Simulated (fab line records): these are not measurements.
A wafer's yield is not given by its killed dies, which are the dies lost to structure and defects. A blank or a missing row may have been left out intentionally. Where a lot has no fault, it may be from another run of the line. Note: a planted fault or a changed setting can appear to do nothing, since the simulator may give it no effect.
Which tool did it? + flow gf180mcu + 9 lots with 27 wafers sampled at 2 steps, on a route of 602 steps

WHAT THE GAUGES SHOWED, per wafer
GF_STI_THK_MEAS_24. Usual: STI_CVD_23_THK gives 652 nm (standard deviation 6.5).
| lot  | measured    | on            | STI_CVD_23_THK (nm) | flag |
|------|-------------|---------------|---------------------|------|
| L895 | day 2 04:13 | film metro-02 | 640 637 646         |      |
| L896 | day 2 09:11 | film metro-04 | 644 646 649         |      |
| L897 | day 2 14:43 | film metro-04 | 664 658 663         |      |
| L902 | day 3 17:40 | film metro-03 | 497 493 657         | OFF  |
| L908 | day 5 00:27 | film metro-02 | 659 653 655         |      |
| L911 | day 5 14:26 | film metro-03 | 655 648 649         |      |
| L916 | day 6 15:34 | film metro-02 | 654 654 655         |      |
| L917 | day 6 20:06 | film metro-02 | 650 652 653         |      |
| L918 | day 7 08:08 | film metro-04 | 643 647 643         |      |

TOOL THAT RAN EACH LOT (tool first, then ch and the chambers of the sampled wafers, then the start)
| lot  | GF_STI_CVD_23                   |
|------|---------------------------------|
| L895 | hdpcvd-02 ch 0,2, day 2 04:08   |
| L896 | hdpcvd-02 ch 1,2, day 2 09:05   |
| L897 | hdpcvd-01 ch 1,2, day 2 14:37   |
| L902 | hdpcvd-01 ch 0,1, day 3 17:35   |
| L908 | hdpcvd-02 ch 0,2, day 5 00:21   |
| L911 | hdpcvd-02 ch 0,1, day 5 14:22   |
| L916 | hdpcvd-01 ch 0,2, day 6 15:26   |
| L917 | hdpcvd-01 ch 0,1,2, day 6 20:01 |
| L918 | hdpcvd-02 ch 0,1,2, day 7 07:59 |
- GF_STI_CVD_23: deposits SiO2, target thk 650 nm, time 108.3 s.

WHAT THE TOOLS THEMSELVES READ (means of the sampled wafers that have a number; where no wafer has one, the mark that the record gives instead)
GF_STI_CVD_23. Usual: 6.002 mTorr for pressure mtorr, sd 0.012.
| lot  | tool      | pressure mtorr (mTorr) | flag |
|------|-----------|------------------------|------|
| L895 | hdpcvd-02 | 6.000                  |      |
| L896 | hdpcvd-02 | 5.995                  |      |
| L897 | hdpcvd-01 | 6.000                  |      |
| L902 | hdpcvd-01 | 6.004                  |      |
| L908 | hdpcvd-02 | 6.002                  |      |
| L911 | hdpcvd-02 | 6.004                  |      |
| L916 | hdpcvd-01 | 6.012                  |      |
| L917 | hdpcvd-01 | 6.004                  |      |
| L918 | hdpcvd-02 | 6.005                  |      |

THE ANSWER, worked out from the rows above alone
Rule: take the mean of a lot's wafers that have a number; if it is more than 3 standard deviations from the usual mean, the lot is off. Also off: a lot with no number at a reading for which 4 or more lots have one. The other lots that the step has rows for count as sound. Order of review: gauges by route order, followed by the tools' own readings, for which a lot's mean as printed above is used. At the first step where some lot is off, the reading lying furthest off is the one used; lots without a number count as furthest.
Off: at GF_STI_THK_MEAS_24 (STI_CVD_23_THK), L902.
If a tool, at a process step before that reading, ran all the lots that are off and no sound lot after the first of them, it fits. The gauges at GF_STI_THK_MEAS_24 are tried like those tools. Of those tried, none fits.

WHAT THE SIMULATOR HAD PUT IN
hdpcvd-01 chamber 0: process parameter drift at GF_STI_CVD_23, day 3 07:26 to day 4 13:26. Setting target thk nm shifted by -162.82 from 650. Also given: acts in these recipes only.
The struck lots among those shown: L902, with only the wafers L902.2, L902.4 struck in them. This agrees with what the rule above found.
